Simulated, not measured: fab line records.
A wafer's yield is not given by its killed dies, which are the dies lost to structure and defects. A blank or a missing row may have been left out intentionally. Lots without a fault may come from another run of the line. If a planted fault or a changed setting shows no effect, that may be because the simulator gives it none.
Matching of chambers	flow gf180mcu	cmp-02 running GF_V1_CMP_04: 4 sister chambers
The step polishes SiO2. 7 wafers are shown with their chamber, then 7 later ones without.

EACH WAFER AND ITS CHAMBER
wafer	chamber	motor-current-A (A)	time-to-endpoint-s (s)
L868.5	3	11.4	92
L871.2	2	14.5	77
L871.3	1	9.6	81
L878.2	1	9.8	70
L878.3	0	14.0	78
L878.6	0	12.8	75
L882.1	2	14.6	84

WAFERS WITH NO CHAMBER GIVEN
wafer	motor-current-A (A)	time-to-endpoint-s (s)
L882.4	11.4	87
L883.3	11.7	79
L883.5	10.3	80
L883.6	14.1	81
L885.3	10.4	74
L885.5	13.3	80
L885.6	9.8	80

CHAMBER TAKEN BY EACH
wafer	from the rows above	in truth
L882.4	3	3
L883.3	can't be placed: 3 or 0 or 1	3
L883.5	can't be placed: 1 or 3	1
L883.6	can't be placed: 2 or 0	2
L885.3	1	1
L885.5	can't be placed: 0 or 2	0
L885.6	1	1
Correct placement for 3 of the 7. Not placeable from these rows: 4 (in 4, the candidates include the true chamber). 0 placed wrongly.
How it was worked out, from the rows above alone: a wafer's distance from a chamber is the root of the sum, over the readings, of the square of ((its reading less the chamber's mean) divided by the reading's scatter). If the next closest chamber is less than 2 further off than the closest, the wafer can't be placed; otherwise it belongs to the closest. Each chamber's mean is taken over the wafers shown for it. The scatter: the root of (the sum of the squares of (reading less its chamber's mean) over the shown wafers, divided by (wafers less chambers)).
